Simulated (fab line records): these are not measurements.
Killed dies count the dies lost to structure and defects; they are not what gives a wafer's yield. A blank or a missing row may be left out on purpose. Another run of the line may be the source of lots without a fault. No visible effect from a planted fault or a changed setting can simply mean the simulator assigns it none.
What tool caused it? / flow sky130 / Sampling: 12 lots, 36 wafers, 5 of 708 route steps

== WHAT THE GAUGES SHOWED, per wafer ==
The record holds no reading of a measuring or inspecting step that can be judged against a usual standard deviation.

== TOOL THAT RAN EACH LOT (tool first, then ch and the chambers of the sampled wafers, then the start) ==
lot=L438; SKY_NWELL_STRIP_25=plasma asher-04 ch 0,1, day 5 14:32; SKY_METAL5_SPUTTER_00=pvd sputter-03, day 42 23:13; SKY_METAL5_SPUTTER_03=pvd sputter-03, day 42 23:19; SKY_METAL5_DESCUM_14=rie metal-04 ch 0,1, day 43 21:49; SKY_PAD_OPEN_PROBE_99=-
lot=L439; SKY_NWELL_STRIP_25=plasma asher-04 ch 0,1, day 5 20:53; SKY_METAL5_SPUTTER_00=pvd sputter-02, day 43 05:58; SKY_METAL5_SPUTTER_03=pvd sputter-02, day 43 06:04; SKY_METAL5_DESCUM_14=rie metal-02 ch 0,1, day 44 03:56; SKY_PAD_OPEN_PROBE_99=prober-01, day 46 02:58
lot=L440; SKY_NWELL_STRIP_25=plasma asher-01 ch 0,1, day 6 03:28; SKY_METAL5_SPUTTER_00=pvd sputter-03, day 43 18:24; SKY_METAL5_SPUTTER_03=pvd sputter-03, day 43 18:30; SKY_METAL5_DESCUM_14=rie metal-04 ch 0, day 44 16:31; SKY_PAD_OPEN_PROBE_99=-
lot=L443; SKY_NWELL_STRIP_25=plasma asher-01 ch 0,1, day 6 17:50; SKY_METAL5_SPUTTER_00=pvd sputter-02, day 44 09:04; SKY_METAL5_SPUTTER_03=pvd sputter-02, day 44 09:10; SKY_METAL5_DESCUM_14=rie metal-04 ch 0,1, day 45 07:09; SKY_PAD_OPEN_PROBE_99=prober-01, day 47 02:44
lot=L445; SKY_NWELL_STRIP_25=plasma asher-04 ch 0,1, day 7 07:53; SKY_METAL5_SPUTTER_00=pvd sputter-01, day 45 05:04; SKY_METAL5_SPUTTER_03=pvd sputter-01, day 45 05:10; SKY_METAL5_DESCUM_14=rie metal-01 ch 0, day 46 01:55; SKY_PAD_OPEN_PROBE_99=prober-01, day 47 20:13
lot=L446; SKY_NWELL_STRIP_25=plasma asher-01 ch 0,1, day 7 14:52; SKY_METAL5_SPUTTER_00=pvd sputter-03, day 45 11:16; SKY_METAL5_SPUTTER_03=pvd sputter-03, day 45 11:22; SKY_METAL5_DESCUM_14=rie metal-04 ch 0,1, day 46 07:23; SKY_PAD_OPEN_PROBE_99=-
lot=L447; SKY_NWELL_STRIP_25=plasma asher-01 ch 0,1, day 7 20:23; SKY_METAL5_SPUTTER_00=pvd sputter-03, day 45 22:18; SKY_METAL5_SPUTTER_03=pvd sputter-03, day 45 22:24; SKY_METAL5_DESCUM_14=rie metal-02 ch 0,1, day 46 18:09; SKY_PAD_OPEN_PROBE_99=prober-01, day 48 11:13
lot=L452; SKY_NWELL_STRIP_25=plasma asher-01 ch 0,1, day 9 17:40; SKY_METAL5_SPUTTER_00=pvd sputter-01, day 47 07:47; SKY_METAL5_SPUTTER_03=pvd sputter-01, day 47 07:53; SKY_METAL5_DESCUM_14=rie metal-02 ch 0, day 48 02:49; SKY_PAD_OPEN_PROBE_99=prober-01, day 49 19:05
lot=L448; SKY_NWELL_STRIP_25=plasma asher-01 ch 0,1, day 9 18:38; SKY_METAL5_SPUTTER_00=pvd sputter-01, day 47 11:26; SKY_METAL5_SPUTTER_03=pvd sputter-01, day 47 11:32; SKY_METAL5_DESCUM_14=rie metal-01 ch 0,1, day 48 06:47; SKY_PAD_OPEN_PROBE_99=prober-01, day 49 23:26
lot=L449; SKY_NWELL_STRIP_25=plasma asher-02 ch 0,1, day 9 20:41; SKY_METAL5_SPUTTER_00=pvd sputter-02, day 47 17:08; SKY_METAL5_SPUTTER_03=pvd sputter-02, day 47 17:14; SKY_METAL5_DESCUM_14=rie metal-01 ch 0,1, day 48 11:41; SKY_PAD_OPEN_PROBE_99=-
lot=L456; SKY_NWELL_STRIP_25=plasma asher-02 ch 0,1, day 10 09:59; SKY_METAL5_SPUTTER_00=pvd sputter-02, day 48 04:23; SKY_METAL5_SPUTTER_03=pvd sputter-02, day 48 04:29; SKY_METAL5_DESCUM_14=rie metal-02 ch 1, day 48 23:01; SKY_PAD_OPEN_PROBE_99=-
lot=L459; SKY_NWELL_STRIP_25=plasma asher-02 ch 0,1, day 11 05:04; SKY_METAL5_SPUTTER_00=pvd sputter-03, day 48 19:21; SKY_METAL5_SPUTTER_03=pvd sputter-03, day 48 19:27; SKY_METAL5_DESCUM_14=rie metal-04 ch 0,1, day 49 14:12; SKY_PAD_OPEN_PROBE_99=prober-01, day 51 03:12
- SKY_NWELL_STRIP_25: strips in O2/N2.
- SKY_METAL5_SPUTTER_00: material Ti, target thk 15 nm, time 10 s.
- SKY_METAL5_SPUTTER_03: material Ti, target thk 5 nm, time 3.3 s.
- SKY_METAL5_DESCUM_14: chemistry O2, time 11 s.
- SKY_PAD_OPEN_PROBE_99

== AS READ BY THE TOOLS THEMSELVES (means over the sampled wafers that have a number; for cases with no such wafer, the mark the record gives instead) ==
SKY_NWELL_STRIP_25.
lot=L438; tool=plasma asher-04; drypump motor current A (A)=5.7; oes product au (a.u.)=0.727; strip time to endpoint s (s)=37.04
lot=L439; tool=plasma asher-04; drypump motor current A (A)=5.7; oes product au (a.u.)=0.724; strip time to endpoint s (s)=36.79
lot=L440; tool=plasma asher-01; drypump motor current A (A)=6.3; oes product au (a.u.)=0.726; strip time to endpoint s (s)=36.88
lot=L443; tool=plasma asher-01; drypump motor current A (A)=6.3; oes product au (a.u.)=0.727; strip time to endpoint s (s)=36.81
lot=L445; tool=plasma asher-04; drypump motor current A (A)=5.7; oes product au (a.u.)=0.724; strip time to endpoint s (s)=36.88
lot=L446; tool=plasma asher-01; drypump motor current A (A)=6.4; oes product au (a.u.)=0.724; strip time to endpoint s (s)=36.93
lot=L447; tool=plasma asher-01; drypump motor current A (A)=6.3; oes product au (a.u.)=0.722; strip time to endpoint s (s)=36.88
lot=L452; tool=plasma asher-01; drypump motor current A (A)=6.3; oes product au (a.u.)=0.723; strip time to endpoint s (s)=37.01
lot=L448; tool=plasma asher-01; drypump motor current A (A)=6.3; oes product au (a.u.)=0.723; strip time to endpoint s (s)=37.04
lot=L449; tool=plasma asher-02; drypump motor current A (A)=5.9; oes product au (a.u.)=0.724; strip time to endpoint s (s)=36.96
lot=L456; tool=plasma asher-02; drypump motor current A (A)=5.9; oes product au (a.u.)=0.720; strip time to endpoint s (s)=36.98
lot=L459; tool=plasma asher-02; drypump motor current A (A)=6.0; oes product au (a.u.)=0.727; strip time to endpoint s (s)=37.01

SKY_METAL5_SPUTTER_00.
lot=L438; tool=pvd sputter-03; chamber pressure pa (Pa)=0.4000; throttle valve pct (%)=29.2
lot=L439; tool=pvd sputter-02; chamber pressure pa (Pa)=0.4005; throttle valve pct (%)=30.0
lot=L440; tool=pvd sputter-03; chamber pressure pa (Pa)=0.3997; throttle valve pct (%)=30.3
lot=L443; tool=pvd sputter-02; chamber pressure pa (Pa)=0.4010; throttle valve pct (%)=30.1
lot=L445; tool=pvd sputter-01; chamber pressure pa (Pa)=0.4007; throttle valve pct (%)=28.2
lot=L446; tool=pvd sputter-03; chamber pressure pa (Pa)=0.3994; throttle valve pct (%)=29.4
lot=L447; tool=pvd sputter-03; chamber pressure pa (Pa)=0.4004; throttle valve pct (%)=30.1
lot=L452; tool=pvd sputter-01; chamber pressure pa (Pa)=0.4006; throttle valve pct (%)=27.9
lot=L448; tool=pvd sputter-01; chamber pressure pa (Pa)=0.3997; throttle valve pct (%)=28.9
lot=L449; tool=pvd sputter-02; chamber pressure pa (Pa)=0.4000; throttle valve pct (%)=29.7
lot=L456; tool=pvd sputter-02; chamber pressure pa (Pa)=0.4005; throttle valve pct (%)=29.1
lot=L459; tool=pvd sputter-03; chamber pressure pa (Pa)=0.4001; throttle valve pct (%)=30.1

SKY_METAL5_SPUTTER_03.
lot=L438; tool=pvd sputter-03; chamber pressure pa (Pa)=0.3995; throttle valve pct (%)=29.3
lot=L439; tool=pvd sputter-02; chamber pressure pa (Pa)=0.4003; throttle valve pct (%)=30.3
lot=L440; tool=pvd sputter-03; chamber pressure pa (Pa)=0.3995; throttle valve pct (%)=30.2
lot=L443; tool=pvd sputter-02; chamber pressure pa (Pa)=0.4005; throttle valve pct (%)=30.1
lot=L445; tool=pvd sputter-01; chamber pressure pa (Pa)=0.3993; throttle valve pct (%)=28.4
lot=L446; tool=pvd sputter-03; chamber pressure pa (Pa)=0.3997; throttle valve pct (%)=29.3
lot=L447; tool=pvd sputter-03; chamber pressure pa (Pa)=0.4004; throttle valve pct (%)=30.1
lot=L452; tool=pvd sputter-01; chamber pressure pa (Pa)=0.4010; throttle valve pct (%)=28.0
lot=L448; tool=pvd sputter-01; chamber pressure pa (Pa)=0.3995; throttle valve pct (%)=28.9
lot=L449; tool=pvd sputter-02; chamber pressure pa (Pa)=0.4004; throttle valve pct (%)=29.7
lot=L456; tool=pvd sputter-02; chamber pressure pa (Pa)=0.3989; throttle valve pct (%)=29.2
lot=L459; tool=pvd sputter-03; chamber pressure pa (Pa)=0.4000; throttle valve pct (%)=30.1

SKY_METAL5_DESCUM_14.
lot=L438; tool=rie metal-04; drypump motor current A (A)=6.3; he backside leak sccm (sccm)=3.35; oes product au (a.u.)=0.982
lot=L439; tool=rie metal-02; drypump motor current A (A)=5.7; he backside leak sccm (sccm)=3.34; oes product au (a.u.)=0.988
lot=L440; tool=rie metal-04; drypump motor current A (A)=6.1; he backside leak sccm (sccm)=3.15; oes product au (a.u.)=0.986
lot=L443; tool=rie metal-04; drypump motor current A (A)=6.2; he backside leak sccm (sccm)=3.29; oes product au (a.u.)=0.987
lot=L445; tool=rie metal-01; drypump motor current A (A)=5.5; he backside leak sccm (sccm)=3.39; oes product au (a.u.)=0.998
lot=L446; tool=rie metal-04; drypump motor current A (A)=6.2; he backside leak sccm (sccm)=3.38; oes product au (a.u.)=0.973
lot=L447; tool=rie metal-02; drypump motor current A (A)=5.8; he backside leak sccm (sccm)=3.18; oes product au (a.u.)=1.001
lot=L452; tool=rie metal-02; drypump motor current A (A)=5.9; he backside leak sccm (sccm)=3.21; oes product au (a.u.)=1.008
lot=L448; tool=rie metal-01; drypump motor current A (A)=5.7; he backside leak sccm (sccm)=3.40; oes product au (a.u.)=0.995
lot=L449; tool=rie metal-01; drypump motor current A (A)=6.0; he backside leak sccm (sccm)=3.37; oes product au (a.u.)=0.996
lot=L456; tool=rie metal-02; drypump motor current A (A)=5.5; he backside leak sccm (sccm)=3.35; oes product au (a.u.)=0.983
lot=L459; tool=rie metal-04; drypump motor current A (A)=6.2; he backside leak sccm (sccm)=3.34; oes product au (a.u.)=0.978

SKY_PAD_OPEN_PROBE_99.
lot=L439; tool=prober-01; killed_at_M0_to_M3=54; killed_at_M4_up=2.3; killed at contacts=27; killed at front end=13; killed at other=0.3; killed dies=97; killed on rim=17; killed open=53; killed short=44
lot=L443; tool=prober-01; killed_at_M0_to_M3=47; killed_at_M4_up=5.3; killed at contacts=23; killed at front end=14; killed at other=0.0; killed dies=89; killed on rim=22; killed open=52; killed short=37
lot=L445; tool=prober-01; killed_at_M0_to_M3=50; killed_at_M4_up=2.7; killed at contacts=24; killed at front end=18; killed at other=0.3; killed dies=95; killed on rim=20; killed open=47; killed short=48
lot=L447; tool=prober-01; killed_at_M0_to_M3=37; killed_at_M4_up=4.0; killed at contacts=24; killed at front end=17; killed at other=0.0; killed dies=82; killed on rim=17; killed open=45; killed short=37
lot=L452; tool=prober-01; killed_at_M0_to_M3=44; killed_at_M4_up=3.3; killed at contacts=25; killed at front end=52; killed at other=0.0; killed dies=124; killed on rim=27; killed open=54; killed short=36
lot=L448; tool=prober-01; killed_at_M0_to_M3=36; killed_at_M4_up=2.0; killed at contacts=26; killed at front end=52; killed at other=0.7; killed dies=116; killed on rim=31; killed open=38; killed short=40
lot=L459; tool=prober-01; killed_at_M0_to_M3=43; killed_at_M4_up=2.7; killed at contacts=21; killed at front end=16; killed at other=0.0; killed dies=82; killed on rim=18; killed open=45; killed short=36

== THE ANSWER, worked out from the rows above alone ==
Rule: the lots themselves supply what counts as usual. The widest of any qualifying gaps counts: lots, ordered by their means at a reading, are off when they make up no more than a third of the lots, leave a main group of 4 or more, and stand apart from it by 3 or more times the standard deviation of that group's means. A main group whose means are all the same, to the digits that the tables above print for the reading, isn't used. Also off: a lot with no number at a reading for which 4 or more lots have one. The other lots that the step has rows for count as sound. First the gauges in route order, then the tools' own readings, where a lot's mean is used as printed above. At the first step where some lot is off, the reading lying furthest off is the one used; lots without a number count as furthest.
Off: L452, L448 (SKY_PAD_OPEN_PROBE_99, killed at front end). The main group has a mean of 16 with a standard deviation of 1.9. Neither off nor sound, because the step has no rows for them: L438, L440, L446, L449, L456.
A tool fits if, at that step or a process step before it, it ran every lot that is off, and no sound lot after the first of them. Can't be told from this: 2 tools fit, plasma asher-01 at SKY_NWELL_STRIP_25, pvd sputter-01 at SKY_METAL5_SPUTTER_00 and SKY_METAL5_SPUTTER_03.

== WHAT THE SIMULATOR HAD INSERTED ==
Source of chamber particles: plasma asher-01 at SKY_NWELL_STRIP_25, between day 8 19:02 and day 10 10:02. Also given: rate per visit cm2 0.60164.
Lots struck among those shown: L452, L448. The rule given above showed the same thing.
